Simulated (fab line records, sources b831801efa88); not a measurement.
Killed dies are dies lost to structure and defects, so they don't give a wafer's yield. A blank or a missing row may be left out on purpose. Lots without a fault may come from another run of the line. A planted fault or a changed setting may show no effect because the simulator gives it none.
A struck lot beside a sound one | flow sky130 | 34 steps out of a route of 708
Sound: wafers L593.1, L593.2, L593.6. Struck: wafers L584.2, L584.3, L584.5. The cause comes at the end.
At each step with rows: each side's tool, then ch and its chambers, then its first start. Under that, the readings that differ: sound wafers | struck wafers | difference of the means | sigmas: that difference in standard deviations of wafers without a fault.
alike: readings whose means differ by less than 2 such deviations, and words and numbers that are the same on both sides. not compared: withheld readings, readings that some wafer has no value for, bounds like >300 that may hide the same value, and numbers for which the record gives no deviation and whose values overlap.
The two part at a step that has a row with sigmas, a row that says differs or no value, or rows on one side only. Numbers that don't overlap but have no deviation are shown without sigmas and don't part them. A reading that every wafer of one side lacks parts them only if that side has two wafers or more.

first, 9 steps without rows for these wafers: SKY_VIA3_CMP_02 (polishes SiO2); SKY_VIA3_DEHYDRATE_04 (time 60 s); SKY_VIA3_HMDS_05 (prime time 60 s); SKY_VIA3_COAT_06 (resist thk 60 nm); SKY_VIA3_COAT_07 (resist thk 450 nm); SKY_VIA3_SOFTBAKE_08 (time 90 s); SKY_VIA3_EXPOSE_09 (exposes mask VIM3, target cd 200 nm); SKY_VIA3_PEB_10; SKY_VIA3_DEVELOP_11 (develop time 60 s).
SKY_VIA3_ETCH_14: etches BARC in N2/H2, stops on SiO2, time 45.9 s, target depth 60 nm.
  sound on rie_diel-03 ch 0,1, day 45 12:10; struck on rie_diel-04 ch 0,1, day 44 05:20
  alike: drypump_motor_current_A, oes_product_au, throttle_valve_pct
  not compared: rf_hours_counter_h
then, 23 steps without rows for these wafers: SKY_VIA3_ETCH_15 (etches SiO2 in C4F8/O2/Ar, stops on TiN, target depth 507 nm, time 78 s); SKY_VIA3_STRIP_16 (strips in O2/N2); SKY_VIA3_STRIP_17 (strips in post etch residue remover, time 1200 s); SKY_VIA3_CLEAN_18 (cleans in IPA, time 180 s); SKY_VIA3_CLEAN_19 (cleans in O3/DIW); SKY_VIA3_SPUTTER_20 (material TiN, target thk 20 nm, time 80 s); SKY_VIA3_CVD_21 (deposits W, target thk 390 nm, time 117.31 s); SKY_VIA3_CMP_24 (polishes, stops on SiO2, t overpolish 20 s, target thk 0 nm); SKY_METAL4_SPUTTER_00 (material Ti, target thk 15 nm, time 10 s); SKY_METAL4_SPUTTER_01 (material TiN, target thk 20 nm, time 16.7 s); SKY_METAL4_SPUTTER_02 (material AlCu, target thk 735 nm, time 39.1 s); SKY_METAL4_SPUTTER_03 (material Ti, target thk 5 nm, time 3.3 s); SKY_METAL4_SPUTTER_04 (material TiN, target thk 70 nm, time 58.3 s); SKY_CAP2M_CVD_00 (deposits SiO2, target thk 15.5 nm); SKY_CAP2M_SPUTTER_02 (material TiN, target thk 200 nm, time 166.7 s); SKY_CAP2M_DEHYDRATE_05 (time 60 s); SKY_CAP2M_HMDS_06 (prime time 60 s); SKY_CAP2M_COAT_07 (resist thk 1140 nm); SKY_CAP2M_SOFTBAKE_08 (time 60 s); SKY_CAP2M_EXPOSE_09 (exposes mask CAP2M, target cd 1000 nm); SKY_CAP2M_PEB_10; SKY_CAP2M_DEVELOP_11 (develop time 60 s); SKY_CAP2M_METAL_ETCH_13 (etches TiN in Cl2/BCl3, stops on SiO2, target depth 220 nm, time 62.9 s).
-- the record jumps here: 5 days lie between the struck wafers' starts before and after (it left off in module CAP2M and takes up again in module PAD_OPEN, whose first step shown is number 708 of the route) --
SKY_PAD_OPEN_PROBE_99:
  sound on prober-02, day 50 15:19; struck on prober-01, day 49 15:02
  reading                               | sound             | struck            | difference | sigmas
  defect_limited_yield (%)              | 79.9 81.9 82.1    | 73.8 76.2 74.8    | -6.4       | -3
  killed_at_M0_to_M3                    | 42 38 40          | 82 83 86          | +44        | +6
  killed_at_front_end                   | 23 25 22          | 13 10 10          | -12        | -3
  killed_dies                           | 99 89 88          | 129 117 124       | +31        | +3
  sort_bin_3_pad_short (%)              | 0.8 0.6 1.2       | 3.3 3.0 2.0       | +1.9       | +5
  sort_bin_5_function (%)               | 10.6 11.6 9.3     | 15.0 14.4 18.7    | +5.5       | +4
  sort_n_pass                           | 393 403 404       | 363 375 368       | -31        | -3
  sort_yield_pct (%)                    | 79.9 81.9 82.1    | 73.8 76.2 74.8    | -6.4       | -3
  model.etest.tester.sort_n_pass        | 393 403 404       | 363 375 368       | -31        |
  model.etest.tester.sort_yield_pct (%) | 79.88 81.91 82.11 | 73.78 76.22 74.8  | -6.37      |
  model.etest.tester.sort_bin_5_pct (%) | 10.57 11.59 9.35  | 15.04 14.43 18.7  | +5.55      |
  model.etest.tester.sort_bin_3_pct (%) | 0.813 0.6098 1.22 | 3.252 3.049 2.033 | +1.897     |
  alike: killed_at_M4_up, killed_at_contacts, killed_at_other, killed_open, killed_short, sort_bin_6_memory

WHERE THEY PART
Only at SKY_PAD_OPEN_PROBE_99, within this record.

WHY: what the simulator had put in
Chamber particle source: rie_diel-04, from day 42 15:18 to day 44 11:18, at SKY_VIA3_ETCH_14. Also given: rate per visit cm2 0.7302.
